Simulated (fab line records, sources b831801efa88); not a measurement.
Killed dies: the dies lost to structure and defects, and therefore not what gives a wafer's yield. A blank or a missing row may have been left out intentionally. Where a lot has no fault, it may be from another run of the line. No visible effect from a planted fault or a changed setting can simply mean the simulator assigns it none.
The tool behind it: which one? :: flow gf180mcu :: 6 lots with 18 wafers sampled at 4 steps, on a route of 602 steps

== WHAT THE GAUGES READ, wafer by wafer ==
GF_PASSIVATION_THK_MEAS_03.
lot: L988
measured: day 29 01:10
on: film_metro-02
PASSIVATION_CVD_02_THK (nm): 693 685 702

lot: L990
measured: day 29 22:46
on: film_metro-02
PASSIVATION_CVD_02_THK (nm): 696 700 702

lot: L992
measured: day 30 11:56
on: film_metro-03
PASSIVATION_CVD_02_THK (nm): 688 695 712

lot: L994
measured: day 31 00:46
on: film_metro-04
PASSIVATION_CVD_02_THK (nm): 697 700 690

lot: L996
measured: day 31 10:36
on: film_metro-04
PASSIVATION_CVD_02_THK (nm): 692 703 692

lot: L998
measured: day 32 03:57
on: film_metro-02
PASSIVATION_CVD_02_THK (nm): 690 684 702

== WHICH TOOL RAN EACH LOT (tool, then ch and the chambers of the sampled wafers, then the start) ==
lot: L988
GF_M3_SPUTTER_03: pvd_sputter-01, day 21 08:38
GF_V3_CMP_26: cmp-01 ch 1,2,3, day 23 10:28
GF_M4_SPUTTER_02: pvd_sputter-01, day 23 10:53

lot: L990
GF_M3_SPUTTER_03: pvd_sputter-01, day 22 08:22
GF_V3_CMP_26: cmp-01 ch 0,1,2, day 24 09:22
GF_M4_SPUTTER_02: pvd_sputter-01, day 24 09:45

lot: L992
GF_M3_SPUTTER_03: pvd_sputter-03, day 23 04:43
GF_V3_CMP_26: cmp-01 ch 0,2, day 25 02:52
GF_M4_SPUTTER_02: pvd_sputter-03, day 25 03:14

lot: L994
GF_M3_SPUTTER_03: pvd_sputter-03, day 23 19:53
GF_V3_CMP_26: cmp-02 ch 0,2,3, day 25 17:49
GF_M4_SPUTTER_02: pvd_sputter-03, day 25 18:09

lot: L996
GF_M3_SPUTTER_03: pvd_sputter-01, day 24 08:13
GF_V3_CMP_26: cmp-02 ch 1,2,3, day 26 06:08
GF_M4_SPUTTER_02: pvd_sputter-03, day 26 06:34

lot: L998
GF_M3_SPUTTER_03: pvd_sputter-02, day 25 03:34
GF_V3_CMP_26: cmp-02 ch 2,3, day 27 00:35
GF_M4_SPUTTER_02: pvd_sputter-01, day 27 01:01
- GF_M3_SPUTTER_03: material Ti, target thk 10 nm, time 6.7 s.
- GF_V3_CMP_26: polishes, stops on SiO2, t overpolish 15 s, target thk 0 nm.
- GF_M4_SPUTTER_02: material AlCu, target thk 450 nm, time 23.9 s.

== THE ANSWER, worked out from the rows above alone ==
Rule: what is usual is taken from the lots themselves. The widest of any qualifying gaps counts: lots, ordered by their means at a reading, are off when they make up no more than a third of the lots, leave a main group of 4 or more, and stand apart from it by 3 or more times the standard deviation of that group's means. If all means in a main group match to the digits the tables above print for the reading, that group is not used. A lot without any number at a reading at which 4 lots or more have one is off too. The other lots that the step has rows for count as sound.
No lot is off at any reading shown: from this, nothing can be told.

== WHAT HAD BEEN PUT IN BY THE SIMULATOR ==
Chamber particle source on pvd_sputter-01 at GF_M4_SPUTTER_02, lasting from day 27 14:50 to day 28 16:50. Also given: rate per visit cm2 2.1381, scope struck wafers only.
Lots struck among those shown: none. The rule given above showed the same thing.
